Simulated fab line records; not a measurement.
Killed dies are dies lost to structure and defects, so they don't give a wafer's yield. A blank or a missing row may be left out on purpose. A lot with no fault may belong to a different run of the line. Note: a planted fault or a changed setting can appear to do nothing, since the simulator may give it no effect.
Chamber matching + flow gf180mcu + cmp-02 running GF_V5_CMP_04: 4 sister chambers
The step polishes SiO2. 8 wafers are shown with their chamber, then 8 later ones without.

## WAFERS, EACH WITH ITS CHAMBER
| wafer  | chamber | motor_current_A (A) | head_pressure_psi (psi) |
|--------|---------|---------------------|-------------------------|
| L527.1 | 2       | 13.9                | 4.001                   |
| L527.4 | 1       | 11.1                | 3.996                   |
| L528.1 | 1       | 11.4                | 4.001                   |
| L531.3 | 0       | 11.6                | 4.001                   |
| L539.1 | 0       | 11.3                | 4.005                   |
| L539.4 | 3       | 12.3                | 3.992                   |
| L539.5 | 2       | 13.4                | 3.992                   |
| L540.3 | 3       | 12.0                | 3.982                   |

## WAFERS MISSING THEIR CHAMBER
| wafer  | motor_current_A (A) | head_pressure_psi (psi) |
|--------|---------------------|-------------------------|
| L540.4 | 12.1                | 4.003                   |
| L540.6 | 12.1                | 4.002                   |
| L542.2 | 11.3                | 3.996                   |
| L542.3 | 11.8                | 4.009                   |
| L542.4 | 13.9                | 4.000                   |
| L544.1 | 13.9                | 4.003                   |
| L544.2 | 11.4                | 3.989                   |
| L544.3 | 11.5                | 4.000                   |

## WHICH CHAMBER EACH WENT THROUGH
| wafer  | from the rows above          | in truth |
|--------|------------------------------|----------|
| L540.4 | can't be placed: 0 or 3 or 1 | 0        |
| L540.6 | can't be placed: 0 or 3 or 1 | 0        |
| L542.2 | can't be placed: 1 or 0      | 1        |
| L542.3 | can't be placed: 0 or 1      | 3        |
| L542.4 | 2                            | 2        |
| L544.1 | 2                            | 2        |
| L544.2 | can't be placed: 1 or 0 or 3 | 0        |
| L544.3 | can't be placed: 0 or 1      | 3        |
Placed correctly: 2 of 8. Can't be placed from these rows: 6 (the true chamber is among the candidates in 4). Placed wrongly: 0.
How it was worked out, from the rows above alone: a wafer's distance from a chamber is the root of the sum, over the readings, of the square of ((its reading less the chamber's mean) divided by the reading's scatter). The wafer belongs to the nearest chamber; if the next one is less than 2 further off, it can't be placed. For every chamber, the mean is computed from those of its wafers that are shown. How the scatter is found: for the shown wafers, subtract from each reading the mean of its chamber, square and add these, divide the total by (wafers less chambers), then take the root.
